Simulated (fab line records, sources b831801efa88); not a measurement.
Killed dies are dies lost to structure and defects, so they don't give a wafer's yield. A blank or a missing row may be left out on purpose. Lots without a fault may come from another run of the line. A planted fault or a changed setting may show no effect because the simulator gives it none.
fab line records | flow sky130
record lots=6 wafers=18 last_day=50
route steps=708 shown RES_PROTECT@211 POLY_GATE@213 PAD_OPEN@708
lots that met no fault: from a run of the same line without faults
start_h: hours from the record's first day to the start of the lot's first wafer shown | wait_h: hours since the lot's step before | " the same as in the row above | L1.1+2: a row that stands for several wafers | - no value, or no start given | * or withheld: withheld | < > ~ a bound
route shown NAME@n: a module of which the file shows steps, and the number in the route of the first | usual: mean/standard deviation of fault-free wafers | same: alike in all rows | chamber/n: place in a boat | sites: the reading at each site | _std_site: their standard deviation | _edge_site: outer sites' mean less inner sites' | radius_mm: how far each site lies from the wafer's centre | mask NAME#n: copy n | behind: the tool/chamber that last shaped the wafer | hold: why the lot was held/for how many hours/how that ended | device: the transistor (n, p or np) that didn't switch | end of line: the same wafers' tests at the end of the route | a step without rows: its recipe alone | killed: dies lost to structure and defects at the first sort, not the wafer's yield | map: a wafer's dies, x killed, . not, _ none there
set.NAME: the setting as run; set.NAME@STEP: as run at that earlier step | model.NAME: the simulator's own value behind a step, which no gauge read
lots at some steps of the route; a table a step, a row a wafer
services: from which hour (start_h, from the record's first day; less than 0 if before it) a tool's chamber was out of use, for how many hours, and why
## steps
# step SKY_RES_PROTECT_PEB_05
# recipe temp_c=withheld time_s=* resist=NOVOLAK
# step SKY_RES_PROTECT_DEVELOP_06
# recipe resist=NOVOLAK developer=TMAH develop_time_s=60 dev_temp_c=23.42
# step SKY_POLY_GATE_IMPLANT_02
# recipe species=P energy_kev=30 dose_cm2=7.7e+15 tilt_deg=0
# step SKY_RES_PROTECT_STRIP_07
# recipe chemistry=O2/N2 power_w=1400 pressure_mtorr=1500 platen_temp_c=withheld o2_flow_sccm=3000 n2_flow_sccm=300 overash_fraction=0.5
# usual drypump_motor_current_A=5.7/0.46 oes_product_au=0.518/0.0046 strip_time_to_endpoint_s=23.29/0.045
# columns lot.wafer tool chamber start_h wait_h drypump_motor_current_A oes_product_au rf_hours_counter_h strip_time_to_endpoint_s
L115.3 plasma_asher-04 1 399.06 0.1 5.6 0.510 - 23.31
L115.4 " 0 " " 6.0 0.510 - 23.31
L115.5 " 0 " " 6.0 0.520 - 23.32
L121.2 plasma_asher-01 0 448.24 0.1 5.0 0.519 33 23.31
L121.3 " 0 " " 5.0 0.521 - 23.32
L121.4 " 1 " " 5.4 0.518 - 23.30
L123.2 plasma_asher-01 0 459.05 0.1 4.9 0.514 34 23.21
L123.5 " 1 " " 5.4 0.510 - 23.19
L123.6 " 0 " " 4.9 0.528 - 23.22
L127.3 plasma_asher-04 1 494.39 0.1 5.5 0.523 - 23.29
L127.4 " 0 " " 6.0 0.517 - 23.23
L127.6 " 1 " " 5.6 0.519 - 23.30
L130.2 plasma_asher-04 0 513.31 0.1 6.0 0.519 76 23.30
L130.5 " 1 " " 5.6 0.514 - 23.34
L130.6 " 0 " " 6.0 0.525 - 23.32
L132.1 plasma_asher-03 0 526.43 0.1 6.2 0.517 73 23.24
L132.2 " 1 " " 6.3 0.517 73 23.22
L132.6 " 1 " " 6.3 0.513 - 23.26
# step SKY_RES_PROTECT_TW_MEAS_08
# usual POLY_GATE_TW=4060/21
# columns lot.wafer tool chamber start_h wait_h POLY_GATE_TW
L115.3 film_metro-04 - 399.14 0.1 4077
L115.4 " - " " 4058
L115.5 " - " " 4075
L121.2 film_metro-02 - 448.35 0.1 4078
L121.3 " - " " 4100
L121.4 " - " " 4100
L123.2 film_metro-02 - 459.16 0.1 4069
L123.5 " - " " 4058
L123.6 " - " " 4048
L127.3 film_metro-03 - 494.48 0.1 4036
L127.4 " - " " 4052
L127.6 " - " " 4028
L130.2 film_metro-03 - 513.42 0.1 4052
L130.5 " - " " 4045
L130.6 " - " " 4034
L132.1 film_metro-02 - 526.53 0.1 4038
L132.2 " - " " 4043
L132.6 " - " " 4032
# step SKY_RES_PROTECT_CLEAN_09
# recipe chemistry=SC1/SC2 mix=1:4:20 temp_c=70 time_s=150 dry=n2_spin
# step SKY_POLY_GATE_CVD_03
# recipe material=Si3N4 precursor=DCS/NH3 target_thk_nm=75 temp_c=770 time_s=1290 pressure_mtorr=250
# step SKY_POLY_GATE_THK_MEAS_04
# recipe reads=Si3N4_of_POLY_GATE_CVD_03
# usual POLY_GATE_CVD_03_THK=75.3/0.55
# columns lot.wafer tool chamber start_h wait_h POLY_GATE_CVD_03_THK[nm]
L115.3 film_metro-01 - 401.57 0.0 75.0
L115.4 " - " " 75.9
L115.5 " - " " 76.0
L121.2 film_metro-03 - 449.82 0.0 75.3
L121.3 " - " " 75.0
L121.4 " - " " 75.5
L123.2 film_metro-01 - 461.43 0.0 74.2
L123.5 " - " " 75.0
L123.6 " - " " 75.4
L127.3 film_metro-03 - 495.95 0.0 75.4
L127.4 " - " " 74.9
L127.6 " - " " 74.7
L130.2 film_metro-01 - 514.89 0.0 75.1
L130.5 " - " " 74.8
L130.6 " - " " 75.7
L132.1 film_metro-02 - 528.00 0.0 75.8
L132.2 " - " " 75.9
L132.6 " - " " 75.3
# step SKY_POLY_GATE_DEHYDRATE_05
# recipe temp_c=200 time_s=60
# step SKY_POLY_GATE_HMDS_06
# recipe prime_time_s=60 prime_temp_c=120
# step SKY_POLY_GATE_COAT_07
# recipe resist=BARC temp_c=withheld time_s=withheld spin_rpm=3000 resist_thk_nm=110
# step SKY_POLY_GATE_COAT_08
# recipe resist=KrF-thick spin_rpm=3000 resist_thk_nm=450
# step SKY_POLY_GATE_SOFTBAKE_09
# recipe temp_c=100 time_s=90 resist=KrF-thick
# usual run_length_s=118.99/0.22
# columns lot.wafer tool chamber start_h wait_h run_length_s
L115.3 litho_track-02 0 416 - 119.04
L115.4 " 0 " " 119.24
L115.5 " 0 " " 119.32
L121.2 litho_track-02 0 465 - 119.12
L121.3 " 0 " " 119.01
L121.4 " 0 " " 119.12
L123.2 litho_track-02 0 476 - 122.85
L123.5 " 0 " " 119.07
L123.6 " 0 " " 119.18
L127.3 litho_track-02 0 510 - 122.73
L127.4 " 0 511 - 119.08
L127.6 " 0 " " 119.16
L130.2 litho_track-03 0 530 - 119.13
L130.5 " 0 " " 118.97
L130.6 " 0 " " 119.02
L132.1 litho_track-03 0 542 - 119.07
L132.2 " 0 " " 119.14
L132.6 " 0 " " 119.24
# step SKY_POLY_GATE_EXPOSE_10
# recipe mask_id=P1M na=0.68 source_shape=conventional sigma_outer=0.6 target_cd_nm=150 dose_mj=28
# step SKY_PAD_OPEN_PROBE_99
# usual killed_at_M0_to_M3=44/6.5 killed_at_M4_up=3.0/1.5 killed_at_contacts=25/5.1 killed_at_front_end=14/4.1 killed_at_other=0.3/0.57 killed_dies=87/9.5 killed_open=48/6.8 killed_short=39/6.2
# same gross_dies=492 killed_at_back_side=0
# columns lot.wafer tool chamber start_h wait_h killed_at_M0_to_M3 killed_at_M4_up killed_at_contacts killed_at_front_end killed_at_other killed_dies killed_open killed_short
L115.3 prober-02 - 1122.49 0.2 62 5 32 16 0 115 63 51
L115.4 prober-02 - 1122.54 0.2 46 2 23 17 1 89 54 35
L115.5 prober-02 - 1122.59 0.2 52 1 24 10 1 88 53 35
L121.2 prober-01 - 1148.05 0.1 53 5 21 15 1 95 46 47
L121.3 prober-01 - 1148.10 0.2 49 2 29 15 0 95 61 33
L121.4 prober-01 - 1148.15 0.2 40 3 30 18 0 91 44 47
L123.2 prober-02 - 1159.29 0.1 41 0 16 14 0 71 45 26
L123.5 prober-02 - 1159.44 0.2 44 2 26 16 0 88 54 34
L123.6 prober-02 - 1159.49 0.2 46 3 20 21 0 90 47 43
L127.3 prober-01 - 1179.83 0.2 39 2 31 19 1 92 51 41
L127.4 prober-01 - 1179.88 0.2 40 4 26 15 0 85 48 35
L127.6 prober-01 - 1179.98 0.2 37 3 24 19 2 85 43 39
L130.2 prober-02 - 1186.56 0.1 47 3 25 17 0 92 39 53
L130.5 prober-02 - 1186.71 0.2 37 3 32 19 0 91 50 41
L130.6 prober-02 - 1186.76 0.2 41 2 27 17 0 87 47 40
L132.1 prober-01 - 1195.67 0.1 54 3 23 17 1 98 54 44
L132.2 prober-01 - 1195.72 0.1 44 2 22 13 1 82 55 27
L132.6 prober-01 - 1195.92 0.2 45 4 33 15 0 97 54 43
# killed by level:class
L115.3 CONTACT:geometric_particle:open=15 VIA1:geometric_particle:open=12 VIA1:geometric_particle:short=11 VIA2:geometric_particle:open=11 METAL1:geometric_particle:short=7 VIA2:geometric_particle:short=7 LI_CONTACT:geometric_particle:open=6 FIELD_ISO:geometric_particle:open=5
L115.4 VIA1:geometric_particle:open=13 CONTACT:geometric_particle:open=11 VIA1:geometric_particle:short=8 LI_CONTACT:geometric_particle:open=7 METAL2:geometric_particle:short=5 POLY_GATE:geometric_particle:open=4 VIA2:geometric_particle:open=4 VIA3:geometric_particle:open=4
L115.5 CONTACT:geometric_particle:open=13 VIA1:geometric_particle:open=11 VIA3:geometric_particle:open=10 METAL2:geometric_particle:short=8 VIA1:geometric_particle:short=6 LI_CONTACT:geometric_particle:open=4 METAL2:geometric_particle:open=4 FIELD_ISO:geometric_particle:short=3
L121.2 VIA1:geometric_particle:open=9 LI_CONTACT:geometric_particle:open=8 CONTACT:geometric_particle:open=7 METAL2:geometric_particle:short=7 VIA3:geometric_particle:open=7 FIELD_ISO:geometric_particle:short=5 METAL1:geometric_particle:short=5 VIA1:geometric_particle:short=5
L121.3 VIA1:geometric_particle:open=15 CONTACT:geometric_particle:open=14 METAL1:geometric_particle:short=8 VIA3:geometric_particle:open=8 VIA2:geometric_particle:open=7 FIELD_ISO:geometric_particle:short=6 LI_CONTACT:geometric_particle:open=5 FIELD_ISO:geometric_particle:open=4
L121.4 CONTACT:geometric_particle:open=13 VIA1:geometric_particle:open=7 METAL1:geometric_particle:short=5 CONTACT:geometric_particle:short=5 FIELD_ISO:geometric_particle:open=4 POLY_GATE:geometric_particle:short=4 LI_CONTACT:geometric_particle:short=4 LOCAL_INTERCONNECT:geometric_particle:short=4
L123.2 VIA1:geometric_particle:open=11 VIA3:geometric_particle:open=8 CONTACT:geometric_particle:open=7 LI_CONTACT:geometric_particle:open=6 METAL2:geometric_particle:short=4 FIELD_ISO:geometric_particle:open=3 POLY_GATE:geometric_particle:short=3 POLY_GATE:geometric_particle:open=3
L123.5 CONTACT:geometric_particle:open=13 VIA1:geometric_particle:open=13 FIELD_ISO:geometric_particle:open=7 METAL3:geometric_particle:short=6 VIA1:geometric_particle:short=5 LI_CONTACT:geometric_particle:open=4 LOCAL_INTERCONNECT:geometric_particle:short=4 METAL1:geometric_particle:short=3
L123.6 CONTACT:geometric_particle:open=10 METAL1:geometric_particle:short=9 VIA3:geometric_particle:open=7 VIA2:geometric_particle:open=7 VIA1:geometric_particle:open=7 FIELD_ISO:geometric_particle:short=6 POLY_GATE:geometric_particle:short=6 METAL2:geometric_particle:short=6
L127.3 VIA1:geometric_particle:open=15 CONTACT:geometric_particle:open=14 FIELD_ISO:geometric_particle:open=5 LI_CONTACT:geometric_particle:open=5 LOCAL_INTERCONNECT:geometric_particle:short=5 VIA3:geometric_particle:short=5 METAL2:geometric_particle:short=5 FIELD_ISO:geometric_particle:short=4
L127.4 CONTACT:geometric_particle:open=12 LI_CONTACT:geometric_particle:open=8 VIA1:geometric_particle:open=8 VIA3:geometric_particle:open=7 FIELD_ISO:geometric_particle:short=5 METAL1:geometric_particle:short=5 VIA1:geometric_particle:short=5 VIA2:geometric_particle:open=4
L127.6 CONTACT:geometric_particle:open=8 VIA1:geometric_particle:open=8 CONTACT:geometric_particle:short=7 VIA2:geometric_particle:open=6 FIELD_ISO:geometric_particle:short=5 FIELD_ISO:geometric_particle:open=5 VIA1:geometric_particle:short=5 METAL2:geometric_particle:short=5
L130.2 METAL1:geometric_particle:short=11 FIELD_ISO:geometric_particle:short=9 CONTACT:geometric_particle:open=7 VIA3:geometric_particle:open=7 VIA2:geometric_particle:open=6 CONTACT:geometric_particle:short=6 VIA1:geometric_particle:open=6 LI_CONTACT:geometric_particle:open=4
L130.5 CONTACT:geometric_particle:open=11 METAL1:geometric_particle:short=9 VIA1:geometric_particle:open=9 VIA2:geometric_particle:open=7 LI_CONTACT:geometric_particle:open=6 CONTACT:geometric_particle:short=6 FIELD_ISO:geometric_particle:short=5 FIELD_ISO:geometric_particle:open=4
L130.6 VIA1:geometric_particle:open=15 LI_CONTACT:geometric_particle:open=9 METAL1:geometric_particle:short=7 FIELD_ISO:geometric_particle:open=6 POLY_GATE:geometric_particle:short=4 LI_CONTACT:geometric_particle:short=4 LOCAL_INTERCONNECT:geometric_particle:open=4 CONTACT:geometric_particle:short=4
L132.1 VIA1:geometric_particle:open=17 VIA1:geometric_particle:short=10 LI_CONTACT:geometric_particle:open=9 CONTACT:geometric_particle:open=7 METAL1:geometric_particle:short=7 VIA2:geometric_particle:open=5 VIA3:geometric_particle:open=5 METAL2:geometric_particle:short=4
L132.2 VIA1:geometric_particle:open=16 CONTACT:geometric_particle:open=10 VIA2:geometric_particle:open=8 POLY_GATE:geometric_particle:open=5 LI_CONTACT:geometric_particle:open=5 METAL1:geometric_particle:short=5 VIA1:geometric_particle:short=5 LOCAL_INTERCONNECT:geometric_particle:short=4
L132.6 VIA1:geometric_particle:open=18 CONTACT:geometric_particle:open=10 LOCAL_INTERCONNECT:geometric_particle:short=8 CONTACT:geometric_particle:short=6 METAL2:geometric_particle:short=6 VIA1:geometric_particle:short=5 POLY_GATE:geometric_particle:open=4 LI_CONTACT:geometric_particle:open=4
## services
# columns tool chamber start_h hours kind
plasma_asher-04 - 476.09 2.2 repair
litho_track-03 - 477.60 - consumable_replace:filter
plasma_asher-03 - 536.96 2.8 pm
## key
first_sign step=SKY_POLY_GATE_SOFTBAKE_09 reading=run_length_s direction=up sigmas=17 usual=* struck=*
effect none on later readings
met_at SKY_POLY_GATE_SOFTBAKE_09
struck_wafers L123.2,L127.3
tester_left_out L123,L127
onset_between 465 476
fault kind=process_parameter_drift tool=litho_track-02 chamber=- onset_h=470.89 steps=SKY_POLY_GATE_SOFTBAKE_09 channel=time_s offset=* shape=step end_h=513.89 scope=struck_wafers_only acts_in=* stated=*
# tester_left_out: of these lots the tester's yield and bins aren't shown, on N5 and GAA mostly nor the transistor test; their killed dies are dies lost to structure and defects alone, not to doping, threshold or leakage, so they don't give the yield
